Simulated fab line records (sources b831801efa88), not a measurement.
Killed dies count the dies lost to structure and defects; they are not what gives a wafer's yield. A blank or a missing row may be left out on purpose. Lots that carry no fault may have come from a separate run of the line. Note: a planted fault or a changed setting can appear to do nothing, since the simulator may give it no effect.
Which tool did it? | flow sky130 | 13 lots, 39 wafers sampled, at 3 steps of a route of 708

## WHAT THE GAUGES READ, wafer by wafer
SKY_NWELL_OVL_MEAS_23.
lot  | measured     | on         | NWELL_01_OVL (nm)
L995 | day 5 09:13  | overlay-01 | 0.9 1.0 1.1
L998 | day 6 02:22  | overlay-02 | 0.1 -0.8 -0.3
L999 | day 6 06:16  | overlay-02 | -1.6 -1.1 -3.2
L101 | day 6 23:56  | overlay-01 | -1.1 -0.3 -0.6
L102 | day 7 03:17  | overlay-01 | -0.5 -0.2 0.0
L103 | day 7 08:48  | overlay-01 | -3.0 -0.4 1.1
L105 | day 7 21:01  | overlay-02 | 0.5 -0.5 2.0
L106 | day 8 00:35  | overlay-02 | -2.7 -0.8 -1.4
L114 | day 10 05:46 | overlay-01 | -0.4 1.0 1.2
L115 | day 10 12:01 | overlay-02 | 1.8 1.7 1.4
L116 | day 10 15:54 | overlay-01 | 1.8 0.9 0.3
L117 | day 11 08:40 | overlay-02 | -0.9 2.0 0.5
L118 | day 11 09:35 | overlay-01 | 0.0 1.0 -0.8

SKY_VT_ADJUST_HVTP_TW_MEAS_11.
lot  | measured     | on           | VT_ADJUST_HVTP_TW
L995 | day 6 04:32  | filmMetro-03 | 1370 1363 1358
L998 | day 6 22:47  | filmMetro-04 | 1364 1368 1360
L999 | day 7 02:41  | filmMetro-03 | 1355 1361 1356
L101 | day 7 20:27  | filmMetro-02 | 1352 1352 1350
L102 | day 8 00:26  | filmMetro-04 | 1362 1361 1359
L103 | day 8 06:47  | filmMetro-02 | 1362 1365 1367
L105 | day 8 18:28  | filmMetro-02 | 1363 1363 1357
L106 | day 8 23:08  | filmMetro-02 | 1360 1358 1358
L114 | day 11 04:55 | filmMetro-02 | 1353 1358 1347
L115 | day 11 11:23 | filmMetro-04 | 1360 1367 1351
L116 | day 11 16:06 | filmMetro-04 | 1360 1353 1360
L117 | day 12 08:44 | filmMetro-03 | 1361 1369 1366
L118 | day 12 09:55 | filmMetro-04 | 1364 1361 1362

SKY_VT_ADJUST_LVTN_OVL_MEAS_07.
lot  | measured     | on         | VT_ADJUST_LVTN_OVL (nm)
L995 | day 6 23:16  | overlay-01 | -0.7 -0.5 1.4
L998 | day 7 17:45  | overlay-02 | -0.9 0.4 -1.5
L999 | day 7 22:46  | overlay-01 | -2.7 -4.2 -2.0
L101 | day 8 17:22  | overlay-02 | 1.8 0.0 -1.7
L102 | day 8 21:28  | overlay-02 | 1.2 2.4 -0.7
L103 | day 9 03:19  | overlay-02 | 1.6 1.3 0.9
L105 | day 9 16:41  | overlay-02 | -4.2 -2.3 -3.7
L106 | day 9 21:37  | overlay-01 | -1.7 0.4 0.4
L114 | day 12 03:52 | overlay-02 | 0.7 -3.0 -0.4
L115 | day 12 10:44 | overlay-02 | -0.4 -0.1 -0.8
L116 | day 12 14:56 | overlay-02 | -3.9 -2.0 -2.2
L117 | day 13 08:46 | overlay-02 | -0.6 -0.9 0.0
L118 | day 13 11:11 | overlay-01 | -0.1 -0.2 -3.3

## TOOL THAT RAN EACH LOT (tool first, then ch and the chambers of the sampled wafers, then the start)
The record holds no process step before these readings.

## AS READ BY THE TOOLS THEMSELVES (means over the sampled wafers that have a number; for cases with no such wafer, the mark the record gives instead)
The record holds no such reading with a usual standard deviation.

## THE ANSWER, worked out from the rows above alone
Rule: the usual values come from the lots themselves. The widest of any qualifying gaps counts: lots, ordered by their means at a reading, are off when they make up no more than a third of the lots, leave a main group of 4 or more, and stand apart from it by 3 or more times the standard deviation of that group's means. Not used: any main group whose means are identical at the precision the tables above print for the reading. A lot without any number at a reading at which 4 lots or more have one is off too. The other lots that the step has rows for count as sound. First the gauges in route order, then the tools' own readings, where a lot's mean is used as printed above. At the first step where some lot is off, the reading lying furthest off is the one used; lots without a number count as furthest.
Across all readings shown, no lot is off: no conclusion can be drawn from this.

## WHAT THE SIMULATOR HAD INSERTED
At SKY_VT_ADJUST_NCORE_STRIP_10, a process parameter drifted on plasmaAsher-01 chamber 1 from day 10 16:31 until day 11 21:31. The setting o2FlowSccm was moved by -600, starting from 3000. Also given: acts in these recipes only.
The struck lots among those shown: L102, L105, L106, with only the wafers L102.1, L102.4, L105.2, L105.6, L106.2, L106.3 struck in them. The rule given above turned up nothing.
